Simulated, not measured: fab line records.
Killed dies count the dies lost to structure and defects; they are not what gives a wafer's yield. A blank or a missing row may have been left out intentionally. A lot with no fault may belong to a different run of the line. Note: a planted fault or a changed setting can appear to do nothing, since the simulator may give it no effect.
2 desks, one fault	flow gf180mcu	each desk has only its own numbers; what lay behind them comes last

## TOOL OWNER'S DESK, pvd_sputter-01
The tool's own readings at GF_M3_SPUTTER_04 (material TiN, target thk 50 nm, time 41.7 s): means of the sampled wafers that have a number, for each lot that ran on this tool. Any lot whose mean is over 4 standard deviations away from the usual mean is out of limits and marked OUT; that distance is given in the brackets.
Columns: A = cathode_dc_power_W at GF_M3_SPUTTER_04, usual 6499.9 W; B = throttle_valve_pct at GF_M3_SPUTTER_04, usual 29.3 %
lot	first seen here	A	B
L871	day 22 01:46	6500.2	29.0
L884	day 27 19:07	6499.7	29.0
This desk's finding: nothing out of limits on any of the 2 lots.

## METROLOGY DESK
What the gauges read, lot by lot, whatever tool the lot ran on: means of the sampled wafers that have a number. Any lot whose mean is over 4 standard deviations away from the usual mean is out of limits and marked OUT; that distance is given in the brackets. Of its 9 readings 7 are shown: those that lie furthest out on some lot.
Columns: A = V2_W_RS at GF_V2_RS_MEAS_24, usual 0.331 ohm/sq; B = M3_ALCU_RS at GF_M3_RS_MEAS_05, usual 0.0694 ohm/sq; C = cd_nm at GF_M3_CD_MEAS_14, usual 279.6 nm; D = M3_OVL at GF_M3_OVL_MEAS_15, usual 0 nm; E = V3_CVD_00_THK at GF_V3_THK_MEAS_01, usual 598 nm; F = V3_CVD_02_THK at GF_V3_THK_MEAS_03, usual 853 nm; G = V3_BOW at GF_V3_BOW_MEAS_05, usual 118 um
lot	first seen here	A	B	C	D	E	F	G
L866	day 20 07:51	0.333	0.0707	278.2	6	598	869	123
L871	day 22 01:06	0.332	0.0695	279.1	3	599	843	110
L884	day 27 18:28	0.329	0.0710	281.8	-3	599	848	121
L885	day 27 22:01	0.338	0.0696	278.8	5	595	857	113
L886	day 28 09:49	0.326	0.0688	278.7	1	590	850	136
This desk's finding: nothing out of limits on any of the 5 lots.

## ALL TOGETHER
The desk of the tool owner found nothing out of limits.
From the metrology desk's view, nothing was out of limits.

## WHAT HAD BEEN PUT IN BY THE SIMULATOR
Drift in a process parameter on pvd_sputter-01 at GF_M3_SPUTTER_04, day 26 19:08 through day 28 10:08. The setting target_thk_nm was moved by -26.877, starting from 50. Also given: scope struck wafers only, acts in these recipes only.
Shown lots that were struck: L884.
